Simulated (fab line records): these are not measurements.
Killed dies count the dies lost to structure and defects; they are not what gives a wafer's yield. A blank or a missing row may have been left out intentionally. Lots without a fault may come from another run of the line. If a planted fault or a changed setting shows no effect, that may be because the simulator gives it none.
2 desks looking at one fault -- flow gf180mcu -- what lay behind the numbers comes last; until then each desk has only its own

## THE TOOL OWNER'S DESK: pvd-sputter-01
The tool's own readings at GF_M4_SPUTTER_01 (material TiN, target thk 30 nm, time 25 s): means of the sampled wafers that have a number, for each lot that ran on this tool. Any lot whose mean is over 4 standard deviations away from the usual mean is out of limits and marked OUT; that distance is given in the brackets.
Columns: A = throttle-valve-pct at GF_M4_SPUTTER_01, usual 29.8 %
lot,first seen here,A
L123,day 26 07:56,29.7
L131,day 28 18:38,30.1
This desk found nothing out of limits on any of the 2 lots.

## THE METROLOGY DESK
Lot by lot, what the gauges showed, no matter which tool ran the lot: averages of those sampled wafers that carry a number. Any lot whose mean is over 4 standard deviations away from the usual mean is out of limits and marked OUT; that distance is given in the brackets.
Columns: A = V3_W_RS at GF_V3_RS_MEAS_24, usual 0.325 ohm/sq; B = V3_W_THK at GF_V3_THK_MEAS_25, usual 358 nm
lot,first seen here,A,B
L115,day 23 13:06,0.323,360
L117,day 24 08:05,0.324,360
L119,day 24 20:34,0.326,357
L123,day 26 07:24,0.331,353
L131,day 28 18:04,0.328,358
This desk found nothing out of limits on any of the 5 lots.

## PUT TOGETHER
The desk of the tool owner found nothing out of limits.
From the metrology desk's view, nothing was out of limits.

## WHAT HAD BEEN PUT IN BY THE SIMULATOR
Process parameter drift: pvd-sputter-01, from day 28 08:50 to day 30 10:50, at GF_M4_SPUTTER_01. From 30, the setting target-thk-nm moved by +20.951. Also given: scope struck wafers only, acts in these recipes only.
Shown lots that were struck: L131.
